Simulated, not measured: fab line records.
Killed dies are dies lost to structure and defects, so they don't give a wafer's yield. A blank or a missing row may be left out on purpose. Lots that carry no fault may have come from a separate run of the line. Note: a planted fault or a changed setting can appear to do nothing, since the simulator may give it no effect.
What tool caused it?    flow gf180mcu    6 lots with 18 wafers sampled at 2 steps, on a route of 602 steps

WHAT EACH GAUGE READ, for each wafer
GF_M5_CD_MEAS_07: the cd target is 280 nm.
lot   measured      on         cd nm (nm)
L619  day 26 16:10  cd sem-01  278.2 277.8 277.5
L620  day 27 06:22  cd sem-02  281.8 282.2 282.8
L632  day 30 15:57  cd sem-02  280.4 280.3 280.5
L635  day 31 08:58  cd sem-02  279.3 279.8 279.7
L638  day 32 07:29  cd sem-02  279.8 280.0 279.4
L639  day 32 16:22  cd sem-01  282.0 282.8 282.8

WHAT TOOL EACH LOT RAN ON (gives the tool, then ch and the chambers of the sampled wafers, and finally the start)
lot   GF_MIM_SPUTTER_03
L619  pvd sputter-03, day 24 20:57
L620  pvd sputter-04, day 25 12:13
L632  pvd sputter-03, day 29 02:44
L635  pvd sputter-01, day 29 20:21
L638  pvd sputter-01, day 30 20:32
L639  pvd sputter-04, day 31 05:56
- GF_MIM_SPUTTER_03: material Ti, target thk 10 nm, time 6.7 s.

THE ANSWER, worked out from the rows above alone
Rule: usual is defined by the lots themselves. Put in order of their means at a reading, lots are off if they are a third of the lots or fewer, leave a main group of 4 or more, and stand apart from it by a gap of 3 or more times the standard deviation of the main group's means; of several such gaps the widest counts. If all means in a main group match to the digits the tables above print for the reading, that group is not used. A lot without any number at a reading at which 4 lots or more have one is off too. Where the step has rows for the other lots, those lots are counted as sound.
Across all readings shown, no lot is off: no conclusion can be drawn from this.

WHAT THE SIMULATOR PUT IN
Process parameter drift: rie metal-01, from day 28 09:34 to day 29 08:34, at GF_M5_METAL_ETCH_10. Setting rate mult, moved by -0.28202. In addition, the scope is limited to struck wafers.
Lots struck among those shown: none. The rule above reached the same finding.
